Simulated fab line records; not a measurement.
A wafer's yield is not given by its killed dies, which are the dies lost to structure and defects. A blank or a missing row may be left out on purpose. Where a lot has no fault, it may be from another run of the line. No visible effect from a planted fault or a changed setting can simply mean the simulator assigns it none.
Which tool was responsible?	flow sky130	12 lots, 36 wafers sampled, at 6 steps of a route of 708

== WHAT EACH GAUGE READ, for each wafer ==
SKY_FIELD_ISO_THK_MEAS_04.
lot	measured	on	FIELD_ISO_CVD_03_THK (nm)
L847	day 1 13:29	film_metro-03	169.4 167.8 168.5
L848	day 1 20:53	film_metro-02	168.1 167.8 169.0
L849	day 2 00:01	film_metro-03	167.1 168.6 168.3
L850	day 2 06:53	film_metro-02	168.0 168.0 167.6
L851	day 2 10:12	film_metro-02	170.0 168.7 168.4
L852	day 2 15:56	film_metro-04	167.3 167.4 167.8
L860	day 4 09:32	film_metro-02	166.0 164.4 165.5
L861	day 4 12:50	film_metro-03	170.0 170.7 170.3
L862	day 4 19:26	film_metro-03	169.1 168.6 167.6
L865	day 5 07:46	film_metro-02	169.0 168.7 168.8
L867	day 5 19:54	film_metro-03	167.5 168.0 167.8
L868	day 6 00:47	film_metro-04	170.4 170.7 168.8

SKY_FIELD_ISO_THK_MEAS_23.
lot	measured	on	FIELD_ISO_OXIDATION_01_THK (nm)
L847	day 2 05:55	film_metro-03	10.17 9.88 10.07
L848	day 2 15:16	film_metro-04	10.03 9.97 9.87
L849	day 2 18:56	film_metro-03	9.89 10.08 10.08
L850	day 3 01:14	film_metro-02	9.90 10.03 9.96
L851	day 3 04:06	film_metro-04	9.98 9.81 9.97
L852	day 3 09:59	film_metro-02	10.29 10.28 10.18
L860	day 5 04:25	film_metro-03	9.58 9.65 9.73
L861	day 5 08:24	film_metro-03	10.17 10.33 10.38
L862	day 5 16:37	film_metro-04	10.24 9.95 10.14
L865	day 6 06:52	film_metro-03	10.21 10.12 10.28
L867	day 6 16:32	film_metro-04	10.12 10.26 10.08
L868	day 6 22:05	film_metro-03	10.08 10.11 10.15

SKY_NWELL_OVL_MEAS_23.
lot	measured	on	NWELL_01_OVL (nm)
L847	day 5 05:22	overlay-02	-0.7 0.3 -2.3
L848	day 5 17:32	overlay-02	0.1 2.0 0.4
L849	day 5 21:25	overlay-02	0.1 1.4 1.9
L850	day 6 02:53	overlay-01	-0.5 -0.1 0.6
L851	day 6 07:29	overlay-01	-1.3 -0.4 -0.7
L852	day 6 13:03	overlay-02	- - -
L860	day 8 12:43	overlay-01	-1.2 -4.1 -2.9
L861	day 8 17:16	overlay-01	-1.8 -1.5 -0.9
L862	day 9 07:05	overlay-01	0.8 -1.8 -2.8
L865	day 9 22:34	overlay-01	0.9 0.1 0.4
L867	day 10 07:50	overlay-02	0.1 1.4 2.0
L868	day 10 15:29	overlay-02	-2.0 -0.6 -1.0

SKY_NWELL_TW_MEAS_26.
lot	measured	on	NWELL_2_TW
L847	day 5 05:40	film_metro-01	497 496 494
L848	day 5 17:50	film_metro-04	499 499 497
L849	day 5 21:42	film_metro-04	493 499 499
L850	day 6 03:11	film_metro-03	504 504 504
L851	day 6 07:47	film_metro-03	507 504 506
L852	day 6 13:21	film_metro-03	30 30 30 30 30 30
L860	day 8 13:01	film_metro-03	507 506 507
L861	day 8 17:34	film_metro-01	505 504 501
L862	day 9 07:23	film_metro-04	496 498 498
L865	day 9 22:52	film_metro-03	506 505 506
L867	day 10 08:07	film_metro-03	508 507 509
L868	day 10 15:46	film_metro-04	497 499 500

SKY_LDD_P_CD_MEAS_07: the cd target is 380 nm.
lot	measured	on	cd_nm (nm)
L847	day 18 13:02	cd_sem-02	377.9 379.3 378.7
L848	day 19 09:47	cd_sem-01	381.4 380.1 380.6
L849	day 19 13:08	cd_sem-02	379.3 380.2 379.7
L850	day 20 03:43	cd_sem-02	381.1 380.2 379.6
L851	day 20 17:49	cd_sem-02	379.8 377.8 377.3
L860	day 24 00:05	cd_sem-02	379.9 380.7 379.5
L861	day 24 01:21	cd_sem-02	378.8 380.3 377.5
L862	day 25 00:33	cd_sem-01	384.1 383.8 384.1
L865	day 25 21:33	cd_sem-02	380.8 382.4 380.6
L867	day 26 08:13	cd_sem-01	381.7 381.7 382.0
L868	day 26 14:59	cd_sem-02	380.9 379.0 379.9

== WHAT TOOL EACH LOT RAN ON (gives the tool, then ch and the chambers of the sampled wafers, and finally the start) ==
lot	SKY_NWELL_EXPOSE_20
L847	iline_stepper-01 ch 0, day 4 21:07
L848	iline_stepper-02 ch 0, day 5 08:42
L849	iline_stepper-02 ch 0, day 5 13:05
L850	iline_stepper-01 ch 0, day 5 18:19
L851	iline_stepper-01 ch 0, day 5 22:43
L852	iline_stepper-02 ch 0, day 6 04:07
L860	iline_stepper-01 ch 0, day 8 02:45
L861	iline_stepper-02 ch 0, day 8 07:16
L862	iline_stepper-02 ch 0, day 8 20:45
L865	iline_stepper-02 ch 0, day 9 11:59
L867	iline_stepper-02 ch 0, day 9 21:07
L868	iline_stepper-01 ch 0, day 10 04:17
- SKY_NWELL_EXPOSE_20: exposes mask NWM COMPLEMENT, target cd 840 nm.

== AS READ BY THE TOOLS THEMSELVES (means over the sampled wafers that have a number; for cases with no such wafer, the mark the record gives instead) ==
The record holds no such reading with a usual standard deviation.

== THE ANSWER, worked out from the rows above alone ==
Rule: the lots themselves supply what counts as usual. The widest of any qualifying gaps counts: lots, ordered by their means at a reading, are off when they make up no more than a third of the lots, leave a main group of 4 or more, and stand apart from it by 3 or more times the standard deviation of that group's means. If all means in a main group match to the digits the tables above print for the reading, that group is not used. A lot without any number at a reading at which 4 lots or more have one is off too. Where the step has rows for the other lots, those lots are counted as sound. Order of review: gauges by route order, followed by the tools' own readings, for which a lot's mean as printed above is used. At the first step where some lot is off, the reading lying furthest off is the one used; lots without a number count as furthest.
Off: at SKY_NWELL_OVL_MEAS_23 (NWELL_01_OVL), L852. Without a number there: L852. Main group: mean -0.4 nm, sd 1.2.
A tool fits if, at a process step before that reading, it ran every lot that is off, and no sound lot after the first of them. Not tried: the gauges at SKY_NWELL_OVL_MEAS_23; whatever is off there is also off at SKY_NWELL_TW_MEAS_26, on other tools, and gauge error can't account for it. Of those tried, none fits.

== WHAT THE SIMULATOR HAD PUT IN ==
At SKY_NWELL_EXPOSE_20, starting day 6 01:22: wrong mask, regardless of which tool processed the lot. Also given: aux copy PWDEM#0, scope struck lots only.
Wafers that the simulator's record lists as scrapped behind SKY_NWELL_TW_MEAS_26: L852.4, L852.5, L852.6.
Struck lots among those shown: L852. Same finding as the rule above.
